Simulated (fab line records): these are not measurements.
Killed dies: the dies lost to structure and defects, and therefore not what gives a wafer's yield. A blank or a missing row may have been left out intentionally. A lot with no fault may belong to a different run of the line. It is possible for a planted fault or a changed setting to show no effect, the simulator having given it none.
Which tool was responsible? + flow gf180mcu + 6 lots with 18 wafers sampled at 2 steps, on a route of 602 steps

== WHAT THE GAUGES SHOWED, per wafer ==
GF_HV_LDD_THK_MEAS_55.
| lot  | measured     | on            | HV_LDD_CVD_54_THK (nm) |
|------|--------------|---------------|------------------------|
| L883 | day 12 21:12 | film-metro-03 | 10.09 10.05 10.15      |
| L887 | day 14 09:37 | film-metro-02 | 10.10 10.12 9.89       |
| L890 | day 15 16:02 | film-metro-02 | 10.00 10.12 10.09      |
| L892 | day 16 04:46 | film-metro-03 | 10.06 10.08 10.08      |
| L894 | day 16 19:40 | film-metro-04 | 10.18 10.24 10.19      |
| L902 | day 18 23:17 | film-metro-03 | 9.76 9.84 9.74         |

== EACH LOT AND THE TOOL THAT RAN IT (in order: tool; ch and the chambers of the sampled wafers; start) ==
| lot  | GF_VT_IMPLANT_STRIP_20               |
|------|--------------------------------------|
| L883 | plasma-asher-03 ch 0,1, day 6 16:35  |
| L887 | plasma-asher-02 ch 0,1, day 7 18:48  |
| L890 | plasma-asher-04 ch 0,1, day 8 17:36  |
| L892 | plasma-asher-02 ch 0,1, day 9 02:23  |
| L894 | plasma-asher-02 ch 0,1, day 9 13:05  |
| L902 | plasma-asher-04 ch 0,1, day 11 11:20 |
- GF_VT_IMPLANT_STRIP_20: strips in O2/N2.

== THE ANSWER, worked out from the rows above alone ==
Rule: usual is defined by the lots themselves. The widest of any qualifying gaps counts: lots, ordered by their means at a reading, are off when they make up no more than a third of the lots, leave a main group of 4 or more, and stand apart from it by 3 or more times the standard deviation of that group's means. If all means in a main group match to the digits the tables above print for the reading, that group is not used. Also off: a lot with no number at a reading for which 4 or more lots have one. The other lots that the step has rows for count as sound.
Off: at GF_HV_LDD_THK_MEAS_55 (HV_LDD_CVD_54_THK), L902. Mean 10.10 nm and standard deviation 0.057 in the main group.
A tool fits if, at a process step before that reading, it ran every lot that is off, and no sound lot after the first of them. Gauges at GF_HV_LDD_THK_MEAS_55: tried the same way as those tools. Undecided on this evidence; 2 tools fit (plasma-asher-04 at GF_VT_IMPLANT_STRIP_20, film-metro-03 at GF_HV_LDD_THK_MEAS_55).

== WHAT WAS PUT IN BY THE SIMULATOR ==
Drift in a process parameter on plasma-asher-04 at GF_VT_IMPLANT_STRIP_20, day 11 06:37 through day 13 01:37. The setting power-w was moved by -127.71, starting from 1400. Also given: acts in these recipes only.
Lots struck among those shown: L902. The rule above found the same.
